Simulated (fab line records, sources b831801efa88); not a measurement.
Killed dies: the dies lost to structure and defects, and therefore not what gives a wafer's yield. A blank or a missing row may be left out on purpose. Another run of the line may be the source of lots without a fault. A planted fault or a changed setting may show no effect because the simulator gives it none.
Matching of chambers | flow sky130 | 3 sister chambers for SKY_CAP2M_CVD_00 on pecvd-03
The step deposits SiO2, target thk 15.5 nm. 3 wafers are shown with their chamber, then 9 later ones without.

## EACH WAFER AND ITS CHAMBER
wafer  | chamber | heaterPowerW (W)
L085.3 | 2       | 631
L085.4 | 0       | 811
L085.5 | 1       | 484

## WAFERS WHOSE CHAMBER IS MISSING
wafer  | heaterPowerW (W)
L088.1 | 773
L088.2 | 489
L088.6 | 491
L091.2 | 460
L091.3 | 542
L091.5 | 808
L094.2 | 504
L094.3 | 643
L094.5 | 665

## THE CHAMBER EACH PASSED THROUGH
wafer  | from the rows above     | in truth
L088.1 | 0                       | 0
L088.2 | 1                       | 1
L088.6 | 1                       | 1
L091.2 | 1                       | 1
L091.3 | can't be placed: 1 or 2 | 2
L091.5 | 0                       | 0
L094.2 | 1                       | 1
L094.3 | 2                       | 2
L094.5 | 2                       | 2
Correct placement for 8 of the 9. Not placeable from these rows: 1 (in 1, the candidates include the true chamber). Placed wrongly: 0.
How it was worked out, from the rows above alone: a wafer's distance from a chamber is the root of the sum, over the readings, of the square of ((its reading less the chamber's mean) divided by the reading's scatter). The wafer belongs to the nearest chamber; if the next one is less than 2 further off, it can't be placed. The mean given for a chamber averages the wafers shown for that chamber. The scatter: with one shown wafer a chamber, the root of the mean of the squares of how far each hidden wafer lies from its nearest shown one.
